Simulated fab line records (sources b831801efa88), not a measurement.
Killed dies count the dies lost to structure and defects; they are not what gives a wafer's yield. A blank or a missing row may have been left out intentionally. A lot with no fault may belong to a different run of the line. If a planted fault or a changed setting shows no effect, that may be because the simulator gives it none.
Chamber matching || flow sky130 || SKY_CONTACT_ETCH_17 on rie_diel-02 has 4 sister chambers
The step etches SiO2 in C4F8/O2/Ar, stops on Si3N4, target depth 340 nm. 4 wafers are shown with their chamber, then 9 later ones without.

## WAFERS PAIRED WITH THEIR CHAMBERS
{"wafer": "L076.1", "chamber": 0, "oes_product_au (a.u.)": 0.891}
{"wafer": "L091.1", "chamber": 3, "oes_product_au (a.u.)": 0.904}
{"wafer": "L091.4", "chamber": 2, "oes_product_au (a.u.)": 0.887}
{"wafer": "L091.5", "chamber": 1, "oes_product_au (a.u.)": 0.889}

## WAFERS WITHOUT THEIR CHAMBER
{"wafer": "L094.1", "oes_product_au (a.u.)": 0.887}
{"wafer": "L094.3", "oes_product_au (a.u.)": 0.885}
{"wafer": "L094.4", "oes_product_au (a.u.)": 0.883}
{"wafer": "L095.1", "oes_product_au (a.u.)": 0.890}
{"wafer": "L095.3", "oes_product_au (a.u.)": 0.889}
{"wafer": "L095.6", "oes_product_au (a.u.)": 0.891}
{"wafer": "L097.3", "oes_product_au (a.u.)": 0.891}
{"wafer": "L097.4", "oes_product_au (a.u.)": 0.896}
{"wafer": "L097.6", "oes_product_au (a.u.)": 0.898}

## WHICH CHAMBER EACH ONE RAN IN
{"wafer": "L094.1", "from the rows above": "can't be placed: 2 or 1 or 0", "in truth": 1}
{"wafer": "L094.3", "from the rows above": "can't be placed: 2 or 1 or 0", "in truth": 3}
{"wafer": "L094.4", "from the rows above": "can't be placed: 2 or 1 or 0", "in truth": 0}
{"wafer": "L095.1", "from the rows above": "can't be placed: 0 or 1 or 2", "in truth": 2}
{"wafer": "L095.3", "from the rows above": "can't be placed: 1 or 0 or 2", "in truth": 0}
{"wafer": "L095.6", "from the rows above": "can't be placed: 0 or 1 or 2", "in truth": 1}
{"wafer": "L097.3", "from the rows above": "can't be placed: 0 or 1 or 2", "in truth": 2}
{"wafer": "L097.4", "from the rows above": "can't be placed: 0 or 1 or 3 or 2", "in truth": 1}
{"wafer": "L097.6", "from the rows above": "can't be placed: 3 or 0 or 1 or 2", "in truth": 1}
Placed correctly: 0 of 9. These rows do not allow placing 9 (true chamber among the candidates in 8). Placed wrongly: 0.
How it was worked out, from the rows above alone: a wafer's distance from a chamber is the root of the sum, over the readings, of the square of ((its reading less the chamber's mean) divided by the reading's scatter). The wafer belongs to the nearest chamber; if the next one is less than 2 further off, it can't be placed. For every chamber, the mean is computed from those of its wafers that are shown. The scatter: with one shown wafer a chamber, the root of the mean of the squares of how far each hidden wafer lies from its nearest shown one.
